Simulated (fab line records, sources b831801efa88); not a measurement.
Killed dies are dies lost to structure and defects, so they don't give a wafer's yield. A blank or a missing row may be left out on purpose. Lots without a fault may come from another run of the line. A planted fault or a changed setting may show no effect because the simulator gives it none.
A struck lot beside a sound one | flow sky130 | 20 steps out of a route of 708
Sound: wafers L583.3, L583.5, L583.6. Struck: wafers L589.1, L589.3, L589.5. The cause comes at the end.
At each step with rows: each side's tool, then ch and its chambers, then its first start. Under that, the readings that differ: sound wafers | struck wafers | difference of the means | sigmas: that difference in standard deviations of wafers without a fault.
alike: readings whose means differ by less than 2 such deviations, and words and numbers that are the same on both sides. not compared: withheld readings, readings that some wafer has no value for, bounds like >300 that may hide the same value, and numbers for which the record gives no deviation and whose values overlap.
The two part at a step that has a row with sigmas, a row that says differs or no value, or rows on one side only. Numbers that don't overlap but have no deviation are shown without sigmas and don't part them. A reading that every wafer of one side lacks parts them only if that side has two wafers or more.

first, 1 step without rows for these wafers: SKY_RES_XHIGH_IMPLANT_07.
SKY_RES_XHIGH_STRIP_08: strips in O2/N2.
  sound on plasma_asher-04 ch 0,1, day 27 04:30; struck on plasma_asher-03 ch 0,1, day 29 02:40
  alike: drypump_motor_current_A, oes_product_au, strip_time_to_endpoint_s
  not compared: rf_hours_counter_h
SKY_RES_XHIGH_TW_MEAS_09:
  sound on film_metro-04, day 27 04:35; struck on film_metro-03, day 29 02:46
  alike: RES_XHIGH_TW
then, 7 steps without rows for these wafers: SKY_SD_N_DEHYDRATE_00 (time 60 s); SKY_SD_N_HMDS_01 (prime time 60 s); SKY_SD_N_COAT_02 (resist thk 1140 nm); SKY_SD_N_SOFTBAKE_03 (time 60 s); SKY_SD_N_EXPOSE_04 (exposes mask NSDM, target cd 380 nm); SKY_SD_N_PEB_05; SKY_SD_N_DEVELOP_06 (develop time 60 s).
SKY_SD_N_CD_MEAS_07: target cd 380 nm.
  sound on cd_sem-02, day 28 08:48; struck on cd_sem-01, day 30 07:04
  alike: cd_nm
SKY_SD_N_OVL_MEAS_08:
  sound on overlay-02, day 28 08:53; struck on overlay-02, day 30 07:11
  alike: SD_N_OVL
SKY_SD_N_IMPLANT_09:
  sound on implanter-01 ch 0, day 28 08:58; struck on implanter-03 ch 0, day 30 07:13
  reading                   | sound             | struck            | difference | sigmas
  implant_ion_amu           | 75 75 75          | 31 31 31          | -44        |
  model.implant.rp_nm (nm)  | 32.37 32.37 32.37 | 61.24 61.24 61.24 | +28.87     |
  model.implant.drp_nm (nm) | 14.11 14.11 14.11 | 25.6 25.6 25.6    | +11.5      |
then, 1 step without rows for these wafers: SKY_SD_N_IMPLANT_10.
SKY_SD_N_STRIP_11: strips in O2/N2.
  sound on plasma_asher-01 ch 0,1, day 28 09:15; struck on plasma_asher-03 ch 1, day 30 07:31
  reading                      | sound             | struck            | difference | sigmas
  oes_product_au (a.u.)        | 0.529 0.534 0.534 | 0.491 0.501 0.505 | -0.033     | -8
  strip_time_to_endpoint_s (s) | 22.50 22.52 22.53 | 25.08 25.14 25.11 | +2.59      | +62
  alike: drypump_motor_current_A
  not compared: rf_hours_counter_h
SKY_SD_N_TW_MEAS_12:
  sound on film_metro-04, day 28 09:20; struck on film_metro-03, day 30 07:37
  reading | sound          | struck         | difference | sigmas
  SD_N_TW | 3927 3920 3920 | 4483 4462 4472 | +550       | +11
then, 1 step without rows for these wafers: SKY_SD_N_CLEAN_13 (cleans in SC1/SC2, time 150 s).
SKY_SD_N_RTA_14: time 2 s.
  sound on rtp_anneal-01 ch 0, day 28 09:26; struck on rtp_anneal-01 ch 0, day 30 07:44
  alike: lamp_power_pct, wafer_temp_C_max
SKY_SD_N_RS_MEAS_16: measures by four-point-probe.
  sound on film_metro-04, day 28 09:38; struck on film_metro-04, day 30 07:54
  reading          | sound             | struck            | difference | sigmas
  SD_N_RS (ohm/sq) | 68.66 68.59 68.54 | 30.62 30.60 30.57 | -38.00     | -99 or more
SKY_SD_N_RS_MEAS_17: measures by four-point-probe.
  sound on film_metro-04, day 28 09:46; struck on film_metro-04, day 30 08:01
  alike: SD_P_RS

WHERE THEY PART
First at SKY_SD_N_STRIP_11; last, within this record, at SKY_SD_N_RS_MEAS_16. Later steps at which nothing parts them and some readings are alike: SKY_SD_N_RS_MEAS_17.

WHY: what the simulator had put in
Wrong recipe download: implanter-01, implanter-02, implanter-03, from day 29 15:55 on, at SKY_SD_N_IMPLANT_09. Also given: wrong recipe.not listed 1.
